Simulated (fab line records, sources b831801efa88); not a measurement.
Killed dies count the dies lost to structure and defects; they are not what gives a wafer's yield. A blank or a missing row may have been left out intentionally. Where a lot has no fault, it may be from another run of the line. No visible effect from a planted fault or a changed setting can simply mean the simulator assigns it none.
What tool caused it?	flow sky130	12 lots with 36 wafers sampled at 7 steps, on a route of 708 steps

## WHAT EACH GAUGE READ, for each wafer
SKY_FIELD_ISO_CD_MEAS_13 targets a cd of 150 nm. Usual: 149.9 nm for cd nm, sd 1.4.
lot	measured	on	cd nm (nm)	flag
L528	day 2 15:01	cd sem-01	149.0 149.5 150.1	
L531	day 3 06:05	cd sem-02	148.4 147.4 148.4	
L532	day 3 12:35	cd sem-02	151.5 152.3 153.8	
L533	day 3 16:47	cd sem-02	149.8 150.4 148.4	
L534	day 3 21:32	cd sem-02	151.4 151.9 151.4	
L535	day 4 02:52	cd sem-01	150.6 149.9 150.5	
L536	day 4 10:16	cd sem-02	152.7 153.3 152.6	
L538	day 4 18:16	cd sem-02	149.8 149.9 152.0	
L546	day 6 12:52	cd sem-02	150.7 150.5 150.0	
L547	day 6 17:43	cd sem-01	149.5 149.4 151.1	
L548	day 6 23:37	cd sem-01	150.7 150.3 150.6	
L549	day 7 03:25	cd sem-01	151.4 151.8 150.4	

SKY_FIELD_ISO_THK_MEAS_25. Usual: FIELD_ISO_CVD_24_THK typically reads 603 nm, with standard deviation 6.
lot	measured	on	FIELD_ISO_CVD_24_THK (nm)	flag
L528	day 2 16:59	film metro-02	612 601 616	
L531	day 3 08:05	film metro-04	607 601 613	
L532	day 3 16:37	film metro-02	602 593 596	
L533	day 4 03:18	film metro-04	611 607 612	
L534	day 4 03:22	film metro-01	613 606 610	
L535	day 4 07:26	film metro-02	607 594 609	
L536	day 4 13:20	film metro-01	607 606 607	
L538	day 5 00:28	film metro-01	611 606 610	
L546	day 6 17:46	film metro-02	600 602 601	
L547	day 7 03:44	film metro-01	601 604 599	
L548	day 7 03:44	film metro-04	601 603 602	
L549	day 7 09:02	film metro-02	604 601 601	

SKY_VT_ADJUST_HVTP_CD_MEAS_07 targets a cd of 380 nm. Usual: 378.7 nm for cd nm, sd 2.3.
lot	measured	on	cd nm (nm)	flag
L528	day 6 14:19	cd sem-01	381.2 383.1 378.6	
L531	day 7 05:29	cd sem-02	379.7 377.4 379.1	
L532	day 7 17:23	cd sem-02	377.5 377.7 378.3	
L533	day 8 03:02	cd sem-02	374.4 373.8 371.7	
L534	day 8 07:02	cd sem-01	375.7 375.3 379.9	
L535	day 8 10:01	cd sem-02	374.1 374.6 376.0	
L536	day 8 19:28	cd sem-02	- - -	OFF
L538	day 9 07:46	cd sem-02	- - -	OFF
L546	day 11 20:52	cd sem-01	377.5 379.1 377.0	
L547	day 12 02:10	cd sem-01	381.4 381.2 379.1	
L548	day 12 01:49	cd sem-01	374.1 377.7 377.4	
L549	day 12 11:32	cd sem-01	377.8 375.9 377.2	

SKY_VT_ADJUST_HVTP_OVL_MEAS_08. Usual: VT_ADJUST_HVTP_OVL typically reads 1.0 nm, with standard deviation 1.5.
lot	measured	on	VT_ADJUST_HVTP_OVL (nm)	flag
L528	day 6 14:26	overlay-01	1.1 0.5 0.5	
L531	day 7 05:35	overlay-02	1.9 2.1 2.7	
L532	day 7 17:29	overlay-01	-0.8 0.5 -0.9	
L533	day 8 03:07	overlay-02	0.1 1.0 -1.4	
L534	day 8 07:09	overlay-02	-0.4 1.3 2.6	
L535	day 8 10:08	overlay-02	0.6 1.1 2.3	
L536	day 8 19:35	overlay-01	- - -	OFF
L538	day 9 07:53	overlay-01	- - -	OFF
L546	day 11 20:59	overlay-01	3.9 2.6 2.5	
L547	day 12 02:17	overlay-02	2.9 1.4 2.0	
L548	day 12 01:56	overlay-01	1.9 1.1 -1.3	
L549	day 12 11:36	overlay-02	0.6 0.4 1.7	

SKY_VT_ADJUST_HVTP_TW_MEAS_11. Usual: VT_ADJUST_HVTP_TW typically reads 1356, with standard deviation 11.
lot	measured	on	VT_ADJUST_HVTP_TW	flag
L528	day 6 14:43	film metro-02	1333 1340 1340	
L531	day 7 05:53	film metro-02	1335 1340 1333	
L532	day 7 17:47	film metro-04	1357 1350 1359	
L533	day 8 03:25	film metro-02	1356 1359 1350	
L534	day 8 07:26	film metro-03	1372 1370 1374	
L535	day 8 10:26	film metro-02	1365 1364 1359	
L536	day 8 19:53	film metro-03	30 30 30	OFF
L538	day 9 08:11	film metro-03	30 30 31	OFF
L546	day 11 21:16	film metro-02	1357 1339 1339	
L547	day 12 02:34	film metro-04	1364 1370 1363	
L548	day 12 02:13	film metro-03	1367 1363 1367	
L549	day 12 11:54	film metro-04	1359 1357 1358	

SKY_VT_ADJUST_NCORE_TW_MEAS_11. Usual: VT_ADJUST_NCORE_TW typically reads 219.3, with standard deviation 0.89.
lot	measured	on	VT_ADJUST_NCORE_TW	flag
L528	day 9 00:34	film metro-01	218.4 219.2 218.8	
L531	day 9 17:35	film metro-02	219.5 220.0 219.1	
L532	day 10 09:20	film metro-01	218.7 219.6 219.1	
L533	day 10 19:54	film metro-04	221.1 220.1 219.2	
L534	day 11 01:11	film metro-04	217.7 218.7 218.6	
L535	day 11 04:52	film metro-02	218.9 218.7 219.2	
L536	day 11 14:47	film metro-02	219.8 217.9 217.1	
L538	day 12 05:43	film metro-04	221.0 219.3 219.8	
L546	day 15 03:10	film metro-04	218.8 220.3 219.1	
L547	day 15 09:44	film metro-04	219.6 218.7 220.1	
L548	day 15 09:19	film metro-02	218.6 218.5 218.6	
L549	day 15 20:06	film metro-04	220.1 219.0 219.6	

## WHICH TOOL RAN EACH LOT (tool, then ch and the chambers of the sampled wafers, then the start)
lot	SKY_VT_ADJUST_HVTP_DEVELOP_06
L528	litho track-01 ch 0, day 6 14:10
L531	litho track-04 ch 0, day 7 05:20
L532	litho track-04 ch 0, day 7 17:14
L533	litho track-02 ch 0, day 8 02:53
L534	litho track-02 ch 0, day 8 06:53
L535	litho track-02 ch 0, day 8 09:52
L536	litho track-02 ch 0, day 8 19:19
L538	litho track-02 ch 0, day 9 07:37
L546	litho track-01 ch 0, day 11 20:43
L547	litho track-04 ch 0, day 12 02:01
L548	litho track-01 ch 0, day 12 01:40
L549	litho track-04 ch 0, day 12 11:23
- SKY_VT_ADJUST_HVTP_DEVELOP_06: develop time 60 s.

## AS READ BY THE TOOLS THEMSELVES (means over the sampled wafers that have a number; for cases with no such wafer, the mark the record gives instead)
The record holds no such reading with a usual standard deviation.

## THE ANSWER, worked out from the rows above alone
Rule: lot off if the mean of its wafers having a number is beyond 3 standard deviations from the usual mean. Also off: a lot with no number at a reading for which 4 or more lots have one. Where the step has rows for the other lots, those lots are counted as sound. After the gauges, taken in route order, come the tools' own readings; for these a lot's mean is taken, as printed above. The first step at which some lot is off is used, and at that step the reading that is off furthest; a lot without a number counts as furthest.
Off, at SKY_VT_ADJUST_HVTP_CD_MEAS_07 on cd nm: L536, L538. Without a number there: L536, L538.
A tool fits if, at a process step before that reading, it ran every lot that is off, and no sound lot after the first of them. Not tried: the gauges at SKY_VT_ADJUST_HVTP_CD_MEAS_07; whatever is off there is also off at SKY_VT_ADJUST_HVTP_OVL_MEAS_08, on other tools, and gauge error can't account for it. One fits: litho track-02 at SKY_VT_ADJUST_HVTP_DEVELOP_06. A fault onset in the window from L535 (day 8 09:52, its last sound lot) to L536 (day 8 19:19, its first lot off) fits.

## WHAT HAD BEEN PUT IN BY THE SIMULATOR
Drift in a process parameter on litho track-02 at SKY_VT_ADJUST_HVTP_DEVELOP_06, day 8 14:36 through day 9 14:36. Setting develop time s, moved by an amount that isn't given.
Shown lots that were struck: L536, L538. This agrees with what the rule above found.
